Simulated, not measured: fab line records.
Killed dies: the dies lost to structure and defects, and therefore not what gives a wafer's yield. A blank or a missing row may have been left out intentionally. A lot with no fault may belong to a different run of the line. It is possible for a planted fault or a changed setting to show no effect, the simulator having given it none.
A lot that was struck, set against a sound lot :: flow sfq-line :: 21 out of 325 route steps
Sound: wafers L978.1, L978.2, L978.6. Struck: wafer L991.6; the same lot's L991.4 was not struck, so it is left out; see the end for the cause.
Order at every step that has rows: each side's tool, ch and its chambers, its first start. Under that, the readings that differ: sound wafers :: struck wafers :: difference of the means :: sigmas: that difference in standard deviations of wafers without a fault.
alike: readings whose means differ by less than 2 such deviations, and words and numbers that are the same on both sides. not compared: withheld readings, readings that some wafer has no value for, bounds like >300 that may hide the same value, and numbers for which the record gives no deviation and whose values overlap.
A row with sigmas, a row that says differs or no value, or rows on one side alone: a step with any of these is where the two part. Numbers that don't overlap but have no deviation are shown without sigmas and don't part them. Lack of a reading on every wafer of one side parts them only where that side has two or more wafers.

first, 6 steps without rows for these wafers: SFQ_TRILAYER_L0_LITHO_COAT_010 (resist thk 62 nm); SFQ_TRILAYER_L0_LITHO_COAT_005 (resist thk 600 nm); SFQ_TRILAYER_L0_LITHO_SOFTBAKE_009; SFQ_TRILAYER_L0_LITHO_EXPOSE_006 (exposes mask L0, target cd 2000 nm); SFQ_TRILAYER_L0_LITHO_PEB_008 (peb time 60 s); SFQ_TRILAYER_L0_LITHO_DEVELOP_007 (time 60 s).
SFQ_TRILAYER_L0_BARC_OPEN_METAL_ETCH_010: etches BARC in O2, target depth 125 nm, time 41.7 s.
  sound on rie-metal-02 ch 0, day 5 16:18; struck on rie-metal-02 ch 0, day 9 03:21
  alike: chamber-pressure-mTorr, drypump-motor-current-A, oes-product-au
  not compared: rf-hours-counter-h
then, 1 step without rows for these wafers: SFQ_TRILAYER_L0_ETCH_METAL_ETCH_008 (etches MoNx KI in SF6/O2, stops on SiO2, target depth 50 nm, time 25 s).
SFQ_TRILAYER_L0_STRIP_STRIP_009: strips in O2.
  sound on rie-metal-02 ch 0, day 5 16:31; struck on rie-metal-02 ch 0, day 9 03:38
  alike: chamber-pressure-mTorr, drypump-motor-current-A, oes-product-au
  not compared: rf-hours-counter-h
then, 1 step without rows for these wafers: SFQ_TRILAYER_L0_STRIP_SOLV_CLEAN_010 (cleans in NMP, time 600 s).
SFQ_TRILAYER_L0_CAP_PECVD_011: deposits SiO2 from SiH4/N2O, time 13.333 s, target thk 60 nm.
  sound on pecvd-01 ch 0,1,2, day 5 17:54; struck on pecvd-04 ch 1, day 9 04:13
reading: heater-power-w (W)
sound: 88 76 87
struck: 64
difference: -20
sigmas: -3
  alike: heater-power-outer-w, throttle-valve-pct
then, 1 step without rows for these wafers: SFQ_TRILAYER_L0_VIA_LITHO_COAT_018 (resist thk 62 nm).
SFQ_TRILAYER_L0_VIA_LITHO_COAT_013: resist thk 650 nm.
  sound on litho-track-01 ch 0, day 5 18:13; struck on litho-track-02 ch 0, day 9 04:41
reading: exhaust-pa (Pa)
sound: 46.1 45.1 46.5
struck: 44.0
difference: -1.9
sigmas: -2

reading: model.KrF_of_TRILAYER_L0_VIA_LITHO_COAT_013.thk-nm (nm)
sound: 649 650.5 650.3
struck: 672.3
difference: +22.4
sigmas: 
then, 4 steps without rows for these wafers: SFQ_TRILAYER_L0_VIA_LITHO_SOFTBAKE_017; SFQ_TRILAYER_L0_VIA_LITHO_EXPOSE_014 (exposes mask L0V, target cd 700 nm); SFQ_TRILAYER_L0_VIA_LITHO_PEB_016 (peb time 60 s); SFQ_TRILAYER_L0_VIA_LITHO_DEVELOP_015 (time 60 s).
-- the record jumps here: 4 days lie between the struck wafers' starts before and after --
SFQ_L0V_OVL_MEAS_903:
  sound: overlay-02 at day 9 09:20; struck: overlay-02 at day 13 12:09
  alike: L0V_OVL
SFQ_TRILAYER_L0_VIA_BARC_OPEN_VIA_ETCH_021: etches BARC in O2, target depth 125 nm, time 41.7 s.
  sound on rie-diel-02 ch 0,1,3, day 9 09:22; struck on rie-diel-01 ch 3, day 13 12:10
  alike: chamber-pressure-mTorr, drypump-motor-current-A, oes-product-au
  not compared: rf-hours-counter-h
SFQ_TRILAYER_L0_VIA_ETCH_VIA_ETCH_016: etches SiO2 in CHF3, stops on MoNx KI, target depth 80 nm.
  sound on rie-diel-02 ch 0,1,3, day 9 09:24; struck on rie-diel-01 ch 3, day 13 12:13
reading: model.KrF_of_TRILAYER_L0_VIA_LITHO_COAT_013.thk-nm (nm)
sound: 557.3 559.3 560.3
struck: 582
difference: +23
sigmas: 
  alike: chamber-pressure-mTorr, drypump-motor-current-A, oes-product-au
SFQ_TRILAYER_L0_VIA_STRIP_STRIP_017: strips in O2.
  sound on rie-metal-04 ch 0,1, day 9 09:27; struck on rie-metal-01 ch 1, day 13 12:28
reading: chamber-pressure-mTorr (mTorr)
sound: 50.08 50.11 50.01
struck: 49.92
difference: -0.15
sigmas: -3
  alike: drypump-motor-current-A, oes-product-au
  not compared: rf-hours-counter-h

WHERE THEY PART
Last at SFQ_TRILAYER_L0_VIA_STRIP_STRIP_017 as far as this record goes, first at SFQ_TRILAYER_L0_CAP_PECVD_011.

WHY: what had been put in by the simulator
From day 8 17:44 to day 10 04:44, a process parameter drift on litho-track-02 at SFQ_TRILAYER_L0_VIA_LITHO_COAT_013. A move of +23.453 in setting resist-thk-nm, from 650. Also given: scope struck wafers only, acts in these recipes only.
